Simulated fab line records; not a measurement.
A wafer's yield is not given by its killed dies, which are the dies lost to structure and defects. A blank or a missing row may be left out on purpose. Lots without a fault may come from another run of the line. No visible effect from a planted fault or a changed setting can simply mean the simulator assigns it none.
Which tool did it? | flow gf180mcu | 7 lots (21 wafers sampled), 1 step of a 602-step route

## WHAT THE GAUGES SHOWED, per wafer
GF_CONTACT_BOW_MEAS_05.
lot  | measured     | on            | CONTACT_BOW (um)
L311 | day 15 19:09 | film_metro-02 | 61 60 59
L313 | day 16 17:20 | film_metro-01 | 72 75 77
L315 | day 17 11:19 | film_metro-01 | 69 82 78
L318 | day 18 10:47 | film_metro-01 | 74 72 77
L327 | day 21 19:59 | film_metro-02 | 60 61 74
L330 | day 22 13:40 | film_metro-04 | 74 81 70
L332 | day 23 08:41 | film_metro-02 | 57 67 63

## EACH LOT AND THE TOOL THAT RAN IT (in order: tool; ch and the chambers of the sampled wafers; start)
The record shows no process step preceding these readings.

## THE ANSWER, worked out from the rows above alone
Rule: the usual values come from the lots themselves. The widest of any qualifying gaps counts: lots, ordered by their means at a reading, are off when they make up no more than a third of the lots, leave a main group of 4 or more, and stand apart from it by 3 or more times the standard deviation of that group's means. A main group is skipped when, at the precision printed for the reading in the tables above, its means are all equal. Also off: a lot with no number at a reading for which 4 or more lots have one. Where the step has rows for the other lots, those lots are counted as sound.
Nothing can be told from this: no lot is off at any reading shown.

## WHAT THE SIMULATOR HAD PUT IN
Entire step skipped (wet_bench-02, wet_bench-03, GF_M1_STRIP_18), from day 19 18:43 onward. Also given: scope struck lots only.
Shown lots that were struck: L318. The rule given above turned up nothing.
